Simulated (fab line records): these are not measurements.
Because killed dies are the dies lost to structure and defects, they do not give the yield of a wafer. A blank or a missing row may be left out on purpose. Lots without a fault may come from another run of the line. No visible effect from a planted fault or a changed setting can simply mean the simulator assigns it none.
Chamber matching | flow gf180mcu | GF_POLY_GATE_ETCH_13 on rie_si-02 has 4 sister chambers
The step etches poly-Si in HBr/Cl2, stops on SiO2, target depth 198.5 nm, time 69.6 s. 16 wafers are shown with their chamber, then 8 later ones without.

WAFERS, EACH WITH ITS CHAMBER
wafer  | chamber | drypump_motor_current_A (A) | oes_product_au (a.u.) | throttle_valve_pct (%)
L126.1 | 0       | 6.0                         | 0.989                 | 33.683
L126.2 | 3       | 5.4                         | 0.989                 | 33.688
L126.6 | 1       | 5.5                         | 0.991                 | 33.675
L128.2 | 3       | 5.4                         | 0.989                 | 33.683
L128.3 | 2       | 5.5                         | 0.983                 | 33.690
L128.5 | 2       | 5.5                         | 0.991                 | 33.697
L130.1 | 0       | 5.9                         | 0.987                 | 33.671
L130.3 | 1       | 5.5                         | 0.989                 | 33.693
L130.4 | 2       | 5.5                         | 0.986                 | 33.696
L132.2 | 2       | 5.5                         | 0.982                 | 33.698
L132.5 | 1       | 5.5                         | 0.986                 | 33.699
L132.6 | 0       | 5.9                         | 0.978                 | 33.679
L135.1 | 2       | 5.5                         | 0.985                 | 33.690
L135.3 | 1       | 5.5                         | 0.994                 | 33.688
L135.6 | 1       | 5.5                         | 0.986                 | 33.676
L141.1 | 0       | 6.0                         | 0.983                 | 33.694

SIGNATURES, as means of the wafers listed above
reading                 | chamber 0 | chamber 1 | chamber 2 | chamber 3 | scatter within a chamber
drypump_motor_current_A | 5.950     | 5.500     | 5.500     | 5.400     | 0.0289
oes_product_au          | 0.98425   | 0.98920   | 0.98540   | 0.98900   | 0.00373
throttle_valve_pct      | 33.68175  | 33.68620  | 33.69420  | 33.68550  | 0.00812
Rule: for a wafer and a chamber, the distance is found by dividing, reading by reading, the gap between the wafer's reading and the chamber's mean by the reading's scatter, squaring, summing and taking the root. If the next closest chamber is less than 2 further off than the closest, the wafer can't be placed; otherwise it belongs to the closest. How the scatter is found: for the shown wafers, subtract from each reading the mean of its chamber, square and add these, divide the total by (wafers less chambers), then take the root.

WAFERS MISSING THEIR CHAMBER
wafer  | drypump_motor_current_A (A) | oes_product_au (a.u.) | throttle_valve_pct (%)
L141.4 | 5.3                         | 0.994                 | 33.686
L141.5 | 5.5                         | 0.989                 | 33.691
L142.2 | 5.5                         | 0.991                 | 33.693
L142.3 | 5.3                         | 0.988                 | 33.696
L142.6 | 5.5                         | 0.986                 | 33.695
L143.1 | 5.5                         | 0.987                 | 33.666
L143.2 | 5.3                         | 0.995                 | 33.691
L143.3 | 5.5                         | 0.985                 | 33.680

THE CHAMBER EACH PASSED THROUGH
wafer  | from the rows above          | in truth
L141.4 | 3                            | 3
L141.5 | can't be placed: 1 or 2      | 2
L142.2 | can't be placed: 1 or 2      | 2
L142.3 | 3                            | 3
L142.6 | can't be placed: 2 or 1      | 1
L143.1 | can't be placed: 1 or 2 or 3 | 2
L143.2 | 3                            | 3
L143.3 | can't be placed: 1 or 2      | 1
Placed correctly: 3 of 8. Not placeable from these rows: 5 (in 5, the candidates include the true chamber). Wrongly placed: 0.
